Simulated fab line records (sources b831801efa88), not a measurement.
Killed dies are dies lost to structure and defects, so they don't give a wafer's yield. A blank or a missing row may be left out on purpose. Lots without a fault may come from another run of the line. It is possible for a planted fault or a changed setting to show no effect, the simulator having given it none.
Problem report, 8D (eight disciplines) form, completed by code | flow sky130 | the parts of the form that need people (team, actions taken, sign-off) are left out

## 1. WHAT IS WRONG
run length s at SKY_METAL1_SOFTBAKE_11 reads a mean of 125.47 s on 2 wafers of 1 lot; wafers without a fault read 119.07 s with a standard deviation of 0.28. That is +23 standard deviations from the usual mean.
The step: time 90 s.
Earliest sighting: wafer L636.3 on litho track-02 at day 37 14:00. At this step, 15 wafers from 5 lots have a number in the record. By rule, "out" or "out of limits" means more than 4 standard deviations away from the usual mean. Any other wafer with a number is counted as sound.

## 2. WHAT THIS IS AND IS NOT
question                    | is                | is not
which readings at this step | run length s      | -
which lots                  | L636              | L622, L626, L638, L640
which wafers of those lots  | L636.3, L636.6    | L636.4
read on which tools         | litho track-02    | litho track-03, litho track-04
when                        | from day 37 14:00 | up to then (7 sound wafers); but 6 sound wafers of L638, L640 came after

## 3. THE SUSPECTS, EACH WITH WHAT RULES IT OUT
Counting: a tool at a process step up to the reading stays a suspect if it ran every lot that is out. Sound lots after the first of them don't rule it out here, since some wafers of a struck lot are sound.
- cmp-02 at SKY_CONTACT_CMP_27 (polishes, stops on SiO2, t overpolish 15 s, target thk 0 nm): kept. It ran the lot that is out, L636 (day 37 01:19); its last sound lot up to then is L622 (day 31 10:50).
- pvd sputter-03 at SKY_METAL1_SPUTTER_00 (material Ti, target thk 15 nm, time 10 s): kept. It ran the lot that is out, L636 (day 37 01:37); its last sound lot up to then is L622 (day 31 11:08).
- pvd sputter-03 at SKY_METAL1_SPUTTER_02 (material AlCu, target thk 250 nm, time 13.3 s): kept. It ran the lot that is out, L636 (day 37 01:40); its last sound lot up to then is L622 (day 31 11:11).
- pvd sputter-03 at SKY_METAL1_SPUTTER_03 (material Ti, target thk 5 nm, time 3.3 s): kept. It ran the lot that is out, L636 (day 37 01:41); its last sound lot up to then is L622 (day 31 11:12).
- pvd sputter-03 at SKY_METAL1_SPUTTER_04 (material TiN, target thk 70 nm, time 58.3 s): kept. It ran the lot that is out, L636 (day 37 01:43); its last sound lot up to then is L622 (day 31 11:13).
- litho track-02 at SKY_METAL1_SOFTBAKE_11 (time 90 s): kept. It ran the lot that is out, L636 (day 37 14:00); its last sound lot up to then is L626 (day 37 02:00). Its own readings are out on those wafers: run length s.
Left after counting: cmp-02 at SKY_CONTACT_CMP_27, pvd sputter-03 at SKY_METAL1_SPUTTER_00, pvd sputter-03 at SKY_METAL1_SPUTTER_02, pvd sputter-03 at SKY_METAL1_SPUTTER_03, pvd sputter-03 at SKY_METAL1_SPUTTER_04, litho track-02 at SKY_METAL1_SOFTBAKE_11.

## 4. THE CAUSE (what the simulator had put in)
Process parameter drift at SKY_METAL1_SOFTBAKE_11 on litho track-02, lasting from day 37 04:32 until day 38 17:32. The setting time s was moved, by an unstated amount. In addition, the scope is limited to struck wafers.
Of the 6 suspects that counting leaves, this tool is one.

## 5. SEQUENCE OF EFFECTS, ordered by route
Rows list readings where the struck wafers' mean (over those with a number) sits beyond 3 standard deviations from the usual. Only readings whose record carries a usual standard deviation are examined. hours: median over the lots of the time between each lot's start at the first step of this table that gives one and its start at this step. sigmas: the change, counted in usual standard deviations.
hours | step                   | reading      | usual    | on struck wafers | change | sigmas
0     | SKY_METAL1_SOFTBAKE_11 | run length s | 119.07 s | 125.47           | +6.40  | +23
Its process steps:
- SKY_METAL1_SOFTBAKE_11: time 90 s.

## 6. HOW IT WOULD HAVE BEEN CAUGHT EARLIER
In this record no reading fell out of limits until day 37 14:00, 9 hours after the fault had begun at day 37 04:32.
